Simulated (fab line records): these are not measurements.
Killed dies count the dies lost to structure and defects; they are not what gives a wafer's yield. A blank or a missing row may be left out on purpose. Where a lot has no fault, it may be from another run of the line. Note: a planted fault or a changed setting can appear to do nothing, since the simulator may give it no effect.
fab line records ; flow gf180mcu ; part 2 of 2: steps 28 to 37 of 37
record: lots: 5; wafers: 15; lastDay: 34
route steps=602 shown V5@564 TOP_METAL@567 PASSIVATION@587
lots with no fault: from the same line, run without faults
startH: the number of hours between the record's first day and the start of the first shown wafer of the lot ; waitH: hours since the lot's step before ; " the same as in the row above ; L1.1+2: a single row standing in for several wafers ; - no value present, or no start provided ; * or withheld: withheld ; < > ~ a bound
route shown NAME@n: names a module that has steps shown in the file, with the first one's number in the route ; usual: mean/standard deviation of fault-free wafers ; same: alike in all rows ; chamber/n: place in a boat ; sites: the reading at each site ; _std_site: the values' standard deviation ; _edge_site: outer sites' mean less inner sites' ; radiusMm: how far each site lies from the wafer's centre ; mask NAME#n: copy n ; behind: the tool/chamber that last shaped the wafer ; hold: reason for holding the lot/hours on hold/outcome of the hold ; device: the n, p or np transistor that did not switch ; end of line: at the end of the route, the tests of the same wafers ; a step given without rows: its recipe and nothing more ; killed: the dies lost at the first sort to structure and to defects; this is not the yield of the wafer ; map: the dies of a wafer, with x for killed, . for not killed, _ for no die there
set.NAME: the setting as run; set.NAME@STEP: as run at that earlier step ; model.NAME: the simulator's own value behind a step, which no gauge read
certain route steps with their lots: each step a table, each wafer a row
services: from which hour (startH, from the record's first day; less than 0 if before it) a tool's chamber was out of use, for how many hours, and why
== steps ==
step: GF_PASSIVATION_DEHYDRATE_04
recipe: tempC: 200; timeS: 60
lot.wafer;tool;chamber;startH;waitH
L075.1+4+5;lithoTrack-03;0;658.84;9.0
L083.2+5+6;lithoTrack-02;0;720.01;8.6
L090.1+3+6;lithoTrack-03;0;778.44;6.5
L095.1+2+6;lithoTrack-01;0;800.67;7.3
L096.2+3+6;lithoTrack-03;0;802.42;6.9
step: GF_PASSIVATION_HMDS_05
recipe: primeTimeS: 60; primeTempC: 120
lot.wafer;tool;chamber;startH;waitH
L075.1+4+5;lithoTrack-03;0;658.99;0.1
L083.2+5+6;lithoTrack-02;0;720.16;0.1
L090.1+3+6;lithoTrack-03;0;778.59;0.1
L095.1+2+6;lithoTrack-01;0;800.82;0.1
L096.2+3+6;lithoTrack-03;0;802.57;0.1
step: GF_PASSIVATION_COAT_06
recipe: spinRpm: 2000; resistThkNm: 4000
usual: dispensePressureKPa: 48.6/2.2
lot.wafer;tool;chamber;startH;waitH;dispensePressureKPa
L075.1;lithoTrack-03;0;659.14;0.1;45.8
L075.4;lithoTrack-03;0;659.14;0.1;45.8
L075.5;lithoTrack-03;0;659.14;0.1;45.8
L083.2;lithoTrack-02;0;720.31;0.1;50.7
L083.5;lithoTrack-02;0;720.31;0.1;50.7
L083.6;lithoTrack-02;0;720.31;0.1;50.7
L090.1;lithoTrack-03;0;778.74;0.1;45.9
L090.3;lithoTrack-03;0;778.74;0.1;45.9
L090.6;lithoTrack-03;0;778.74;0.1;45.9
L095.1;lithoTrack-01;0;800.97;0.1;49.3
L095.2;lithoTrack-01;0;800.97;0.1;49.2
L095.6;lithoTrack-01;0;800.97;0.1;49.2
L096.2;lithoTrack-03;0;802.72;0.1;45.9
L096.3;lithoTrack-03;0;802.72;0.1;45.9
L096.6;lithoTrack-03;0;802.72;0.1;45.9
step: GF_PASSIVATION_SOFTBAKE_07
recipe: tempC: 110; timeS: withheld
lot.wafer;tool;chamber;startH;waitH
L075.1+4+5;lithoTrack-03;0;659.29;0.1
L083.2+5+6;lithoTrack-02;0;720.47;0.1
L090.1+3+6;lithoTrack-03;0;778.89;0.1
L095.1+2+6;lithoTrack-01;0;801.12;0.1
L096.2+3+6;lithoTrack-03;0;802.88;0.1
step: GF_PASSIVATION_EXPOSE_08
recipe: maskId: Pad; targetCdNm: 40000; na: 0.57; doseMj: 310
usual: exposureDoseMJCm2: 310.09/0.28
lot.wafer;tool;chamber;startH;waitH;mask;exposureDoseMJCm2
L075.1;ilineStepper-01;0;-;-;Pad#0;309.68
L075.4;ilineStepper-01;0;-;-;Pad#0;309.90
L075.5;ilineStepper-01;0;-;-;Pad#0;309.71
L083.2;ilineStepper-02;0;-;-;Pad#0;310.13
L083.5;ilineStepper-02;0;-;-;Pad#0;310.11
L083.6;ilineStepper-02;0;-;-;Pad#0;310.07
L090.1;ilineStepper-01;0;-;-;Pad#0;310.15
L090.3;ilineStepper-01;0;-;-;Pad#0;310.06
L090.6;ilineStepper-01;0;-;-;Pad#0;310.10
L095.1;ilineStepper-02;0;-;-;Pad#0;310.35
L095.2;ilineStepper-02;0;-;-;Pad#0;310.32
L095.6;ilineStepper-02;0;-;-;Pad#0;309.95
L096.2;ilineStepper-01;0;-;-;Pad#0;310.37
L096.3;ilineStepper-01;0;-;-;Pad#0;309.83
L096.6;ilineStepper-01;0;-;-;Pad#0;310.34
step: GF_PASSIVATION_PEB_09
recipe: tempC: 115; timeS: withheld
lot.wafer;tool;chamber;startH;waitH
L075.1+4+5;lithoTrack-03;0;-;-
L083.2+5+6;lithoTrack-02;0;-;-
L090.1+3+6;lithoTrack-02;0;-;-
L095.1+2+6;lithoTrack-02;0;-;-
L096.2+3+6;lithoTrack-03;0;-;-
step: GF_PASSIVATION_DEVELOP_10
recipe: developTimeS: 60; devTempC: 23
lot.wafer;tool;chamber;startH;waitH
L075.1+4+5;lithoTrack-03;0;-;-
L083.2+5+6;lithoTrack-02;0;-;-
L090.1+3+6;lithoTrack-02;0;-;-
L095.1+2+6;lithoTrack-02;0;-;-
L096.2+3+6;lithoTrack-03;0;-;-
step: GF_PASSIVATION_ETCH_11
recipe: chemistry: CF4/O2; targetDepthNm: 1800; stopOn: TiN; sourceW: 800; biasW: 150; pressureMtorr: 150; cf4FlowSccm: 80; O2_flow_sccm: 10; timeS: 400
usual: drypumpMotorCurrentA: 5.7/0.49; oesProductAu: 0.960/0.0074; rfFwdPowerW: 799.0/2.6; throttleValvePct: 5.959/0.0092
lot.wafer;tool;chamber;startH;waitH;drypumpMotorCurrentA;oesProductAu;rfFwdPowerW;rfHoursCounterH;throttleValvePct
L075.1;rieDiel-03;2;669.14;-;6.0;0.960;800.9;12;5.943
L075.4;rieDiel-03;3;669.14;-;5.4;0.955;797.7;14;5.956
L075.5;rieDiel-03;1;669.14;-;5.2;0.953;800.4;-;5.971
L083.2;rieDiel-04;3;729.33;-;5.7;0.947;798.2;34;5.955
L083.5;rieDiel-04;0;729.33;-;5.5;0.960;801.6;-;5.950
L083.6;rieDiel-04;3;729.33;-;5.7;0.960;800.6;-;5.973
L090.1;rieDiel-02;0;787.48;-;6.3;0.958;800.8;5;5.967
L090.3;rieDiel-02;1;787.48;-;5.2;0.962;803.2;18;5.957
L090.6;rieDiel-02;3;787.48;-;6.5;0.973;799.0;-;5.953
L095.1;rieDiel-02;1;808.43;-;5.2;0.949;797.4;19;5.952
L095.2;rieDiel-02;2;808.43;-;4.9;0.963;800.0;15;5.952
L095.6;rieDiel-02;3;808.43;-;6.5;0.961;797.8;-;5.971
L096.2;rieDiel-04;0;809.84;-;5.4;0.951;801.4;21;5.960
L096.3;rieDiel-04;3;809.84;-;5.7;0.957;798.0;39;5.970
L096.6;rieDiel-04;1;809.84;-;5.4;0.969;801.2;-;5.969
step: GF_PASSIVATION_STRIP_12
recipe: chemistry: O2/N2; powerW: 1400; pressureMtorr: 1500; platenTempC: 250; o2FlowSccm: 3000; n2FlowSccm: 300; overashFraction: 0.5
usual: drypumpMotorCurrentA: 5.8/0.62; heaterPowerW: 341/27; oesProductAu: 0.720/0.0047; stripTimeToEndpointS: 34.83/0.16
lot.wafer;tool;chamber;startH;waitH;drypumpMotorCurrentA;heaterPowerW;oesProductAu;rfHoursCounterH;stripTimeToEndpointS
L075.1;plasmaAsher-02;0;669.38;0.1;5.3;320;0.726;57;34.76
L075.4;plasmaAsher-02;1;669.38;0.1;4.9;341;0.723;-;34.73
L075.5;plasmaAsher-02;1;669.38;0.1;5.0;335;0.725;-;34.83
L083.2;plasmaAsher-03;1;729.57;0.1;6.7;332;0.718;29;35.10
L083.5;plasmaAsher-03;0;729.57;0.1;6.1;355;0.716;-;35.08
L083.6;plasmaAsher-03;1;729.57;0.1;6.7;341;0.724;-;35.06
L090.1;plasmaAsher-01;0;787.72;0.1;6.3;315;0.721;3;34.81
L090.3;plasmaAsher-01;0;787.72;0.1;6.3;305;0.723;-;34.74
L090.6;plasmaAsher-01;1;787.72;0.1;5.6;394;0.723;-;35.01
L095.1;plasmaAsher-03;1;808.67;0.1;6.7;335;0.718;38;34.99
L095.2;plasmaAsher-03;0;808.67;0.1;6.1;354;0.720;38;34.94
L095.6;plasmaAsher-03;0;808.67;0.1;6.1;360;0.726;-;35.16
L096.2;plasmaAsher-03;1;810.08;0.1;6.7;336;0.717;38;34.91
L096.3;plasmaAsher-03;0;810.08;0.1;6.1;362;0.713;-;34.83
L096.6;plasmaAsher-03;0;810.08;0.1;6.1;362;0.727;-;34.62
step: GF_PASSIVATION_ANNEAL_13
recipe: tempC: 400; timeS: 1800; ambient: N2/H2; idleTempC: 300; rampUpCPerMin: 10; rampDownCPerMin: 3
usual: spikeTcTopC: 427.4/2.9
lot.wafer;tool;chamber;startH;waitH;spikeTcTopC
L075.1;furnace-01;0;669.48;0.1;425.2
L075.4;furnace-01;0;669.48;0.1;425.5
L075.5;furnace-01;0;669.48;0.1;422.5
L083.2;furnace-01;0;729.67;0.1;423.8
L083.5;furnace-01;0;729.67;0.1;424.9
L083.6;furnace-01;0;729.67;0.1;424.6
L090.1;furnace-02;0;787.82;0.1;430.7
L090.3;furnace-02;0;787.82;0.1;429.1
L090.6;furnace-02;0;787.82;0.1;430.5
L095.1;furnace-02;0;808.77;0.1;430.3
L095.2;furnace-02;0;808.77;0.1;431.4
L095.6;furnace-02;0;808.77;0.1;430.9
L096.2;furnace-01;0;810.18;0.1;425.4
L096.3;furnace-01;0;810.18;0.1;424.6
L096.6;furnace-01;0;810.18;0.1;426.1
== services ==
tool;chamber;startH;hours;kind
furnace-01;-;611.60;4.1;pm
ilineStepper-01;-;622.92;2.5;repair
pvdSputter-03;-;629.16;1.8;repair
pvdSputter-03;-;634.48;7.4;repair
wetBench-02;-;635.17;1.9;pm
plasmaAsher-03;-;637.33;4.2;repair
wetBench-01;-;650.56;2.2;repair
plasmaAsher-03;-;652.72;15.6;pm
wetBench-01;-;659.22;2.3;repair
wetBench-01;-;670.10;1.9;repair
plasmaAsher-03;-;680.19;3.6;repair
pecvd-03;-;690.19;1.6;repair
ilineStepper-02;-;690.64;1.7;pm
pvdSputter-04;-;699.92;0.7;repair
plasmaAsher-02;-;718.16;14.6;pm
ilineStepper-01;-;741.17;2.1;pm
ilineStepper-01;-;743.25;4.4;pm
ilineStepper-01;-;748.53;1.7;pm
pvdSputter-01;-;757.65;9.8;repair
cmp-02;-;760.71;0.9;repair
pvdSputter-04;-;777.44;5.1;repair
pecvd-04;-;799.38;14.0;pm
pvdSputter-03;-;802.90;0.6;repair
pvdSputter-03;-;806.52;3.5;repair
